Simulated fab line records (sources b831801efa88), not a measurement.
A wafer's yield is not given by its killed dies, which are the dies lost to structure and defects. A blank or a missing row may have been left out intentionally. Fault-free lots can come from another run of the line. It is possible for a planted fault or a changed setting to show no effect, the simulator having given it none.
Split-lot study / flow sfq-line / 5 lots, 23 wafers read, on a route of 325 steps

## ON THE SPLIT
At SFQ_TRILAYER_L0_VIA_LITHO_COAT_018 (resist thk 62 nm), the setting spin-rpm was moved away from the recipe's 3000 rpm on 9 of the 23 wafers read, by -6.6% to +3.0%. This setting was run at the recipe's value on the other wafers.

Reading taken at the split's own step.

## THE READING
BARC_of_TRILAYER_L0_VIA_LITHO_COAT_018.thk-nm (the simulator's own value, which no gauge read), in nm, at SFQ_TRILAYER_L0_VIA_LITHO_COAT_018 (resist thk 62 nm). There is no usual value for it anywhere in the file. The 14 wafers here that ran the recipe average 62.02 nm, standard deviation 0.14 nm.

wafer=L076.1; tool, chamber at the split=litho-track-03, 0; spin-rpm as run, rpm=3000; against the recipe=recipe; BARC_of_TRILAYER_L0_VIA_LITHO_COAT_018.thk-nm, nm=62.09; against lot-mates on the recipe=-
wafer=L076.2; tool, chamber at the split=litho-track-03, 0; spin-rpm as run, rpm=2920; against the recipe=-2.7%; BARC_of_TRILAYER_L0_VIA_LITHO_COAT_018.thk-nm, nm=62.94; against lot-mates on the recipe=+0.92
wafer=L076.3; tool, chamber at the split=litho-track-03, 0; spin-rpm as run, rpm=3000; against the recipe=recipe; BARC_of_TRILAYER_L0_VIA_LITHO_COAT_018.thk-nm, nm=61.95; against lot-mates on the recipe=-
wafer=L076.4; tool, chamber at the split=litho-track-03, 0; spin-rpm as run, rpm=2920; against the recipe=-2.7%; BARC_of_TRILAYER_L0_VIA_LITHO_COAT_018.thk-nm, nm=62.86; against lot-mates on the recipe=+0.84
wafer=L076.6; tool, chamber at the split=litho-track-03, 0; spin-rpm as run, rpm=2920; against the recipe=-2.7%; BARC_of_TRILAYER_L0_VIA_LITHO_COAT_018.thk-nm, nm=62.98; against lot-mates on the recipe=+0.96
wafer=L078.1; tool, chamber at the split=litho-track-04, 0; spin-rpm as run, rpm=3000; against the recipe=recipe; BARC_of_TRILAYER_L0_VIA_LITHO_COAT_018.thk-nm, nm=62.03; against lot-mates on the recipe=-
wafer=L078.2; tool, chamber at the split=litho-track-04, 0; spin-rpm as run, rpm=2803; against the recipe=-6.6%; BARC_of_TRILAYER_L0_VIA_LITHO_COAT_018.thk-nm, nm=64.15; against lot-mates on the recipe=+2.08
wafer=L078.4; tool, chamber at the split=litho-track-04, 0; spin-rpm as run, rpm=3000; against the recipe=recipe; BARC_of_TRILAYER_L0_VIA_LITHO_COAT_018.thk-nm, nm=61.95; against lot-mates on the recipe=-
wafer=L078.5; tool, chamber at the split=litho-track-04, 0; spin-rpm as run, rpm=3000; against the recipe=recipe; BARC_of_TRILAYER_L0_VIA_LITHO_COAT_018.thk-nm, nm=62.23; against lot-mates on the recipe=-
wafer=L078.6; tool, chamber at the split=litho-track-04, 0; spin-rpm as run, rpm=2803; against the recipe=-6.6%; BARC_of_TRILAYER_L0_VIA_LITHO_COAT_018.thk-nm, nm=64.13; against lot-mates on the recipe=+2.06
wafer=L079.2; tool, chamber at the split=litho-track-01, 0; spin-rpm as run, rpm=3000; against the recipe=recipe; BARC_of_TRILAYER_L0_VIA_LITHO_COAT_018.thk-nm, nm=62.04; against lot-mates on the recipe=-
wafer=L079.3; tool, chamber at the split=litho-track-01, 0; spin-rpm as run, rpm=3090; against the recipe=+3.0%; BARC_of_TRILAYER_L0_VIA_LITHO_COAT_018.thk-nm, nm=61.45; against lot-mates on the recipe=-0.74
wafer=L079.4; tool, chamber at the split=litho-track-01, 0; spin-rpm as run, rpm=3000; against the recipe=recipe; BARC_of_TRILAYER_L0_VIA_LITHO_COAT_018.thk-nm, nm=62.22; against lot-mates on the recipe=-
wafer=L079.5; tool, chamber at the split=litho-track-01, 0; spin-rpm as run, rpm=3000; against the recipe=recipe; BARC_of_TRILAYER_L0_VIA_LITHO_COAT_018.thk-nm, nm=62.32; against lot-mates on the recipe=-
wafer=L079.6; tool, chamber at the split=litho-track-01, 0; spin-rpm as run, rpm=3090; against the recipe=+3.0%; BARC_of_TRILAYER_L0_VIA_LITHO_COAT_018.thk-nm, nm=61.6; against lot-mates on the recipe=-0.59
wafer=L080.3; tool, chamber at the split=litho-track-01, 0; spin-rpm as run, rpm=3000; against the recipe=recipe; BARC_of_TRILAYER_L0_VIA_LITHO_COAT_018.thk-nm, nm=61.98; against lot-mates on the recipe=-
wafer=L080.5; tool, chamber at the split=litho-track-01, 0; spin-rpm as run, rpm=3000; against the recipe=recipe; BARC_of_TRILAYER_L0_VIA_LITHO_COAT_018.thk-nm, nm=62.05; against lot-mates on the recipe=-
wafer=L080.6; tool, chamber at the split=litho-track-01, 0; spin-rpm as run, rpm=3000; against the recipe=recipe; BARC_of_TRILAYER_L0_VIA_LITHO_COAT_018.thk-nm, nm=61.84; against lot-mates on the recipe=-
wafer=L084.1; tool, chamber at the split=litho-track-03, 0; spin-rpm as run, rpm=3000; against the recipe=recipe; BARC_of_TRILAYER_L0_VIA_LITHO_COAT_018.thk-nm, nm=61.8; against lot-mates on the recipe=-
wafer=L084.2; tool, chamber at the split=litho-track-03, 0; spin-rpm as run, rpm=2883; against the recipe=-3.9%; BARC_of_TRILAYER_L0_VIA_LITHO_COAT_018.thk-nm, nm=63.16; against lot-mates on the recipe=+1.28
wafer=L084.3; tool, chamber at the split=litho-track-03, 0; spin-rpm as run, rpm=2883; against the recipe=-3.9%; BARC_of_TRILAYER_L0_VIA_LITHO_COAT_018.thk-nm, nm=63.03; against lot-mates on the recipe=+1.15
wafer=L084.5; tool, chamber at the split=litho-track-03, 0; spin-rpm as run, rpm=3000; against the recipe=recipe; BARC_of_TRILAYER_L0_VIA_LITHO_COAT_018.thk-nm, nm=61.96; against lot-mates on the recipe=-
wafer=L084.6; tool, chamber at the split=litho-track-03, 0; spin-rpm as run, rpm=3000; against the recipe=recipe; BARC_of_TRILAYER_L0_VIA_LITHO_COAT_018.thk-nm, nm=61.89; against lot-mates on the recipe=-

FIT RESULTS
A straight line over all 23 wafers: BARC_of_TRILAYER_L0_VIA_LITHO_COAT_018.thk-nm changes by -0.288 nm for each +1% of spin-rpm; r = -0.97; the points scatter about the line by 0.18 nm.
The same after taking each lot's own level away (the mean of its wafers on the recipe; 23 wafers): -0.3 nm for each +1%; r = -0.99; scatter 0.11 nm.
On that fit, the largest move of spin-rpm shifts the reading by 2 nm.
From 61.883 to 62.193 nm: that is the span of the lots' own levels, equal to 2.1 times the standard deviation above.
So the lot-to-lot level changes the slope little: the two slopes agree.
Check: for one of the wafers moved furthest among these (-6.6%), held out of the fit, the line's prediction against its lot-mates is +1.99 nm. It came out at +2.08 nm against them.

## THESE WAFERS: OTHER SPLITS
Other splits were also applied to these wafers ahead of the reading. Each is held against what the fit with the lots' levels taken away leaves over:
other split on the same wafers=SFQ_TRILAYER_INCOMING_OXIDATION_002 ox-time-s; wafers away from the commonest value=15; r with BARC_of_TRILAYER_L0_VIA_LITHO_COAT_018.thk-nm (lot level and that fit taken away)=-0.20
other split on the same wafers=SFQ_TRILAYER_L0_LITHO_COAT_005 spin-rpm; wafers away from the commonest value=8; r with BARC_of_TRILAYER_L0_VIA_LITHO_COAT_018.thk-nm (lot level and that fit taken away)=+0.04
other split on the same wafers=SFQ_TRILAYER_L0_BARC_OPEN_METAL_ETCH_010 icp-w; wafers away from the commonest value=4; r with BARC_of_TRILAYER_L0_VIA_LITHO_COAT_018.thk-nm (lot level and that fit taken away)=-0.01

## FILE'S OWN FIT
BARC_of_TRILAYER_L0_VIA_LITHO_COAT_018.thk-nm changes by -0.305 nm for each +1% of spin-rpm, r = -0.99.
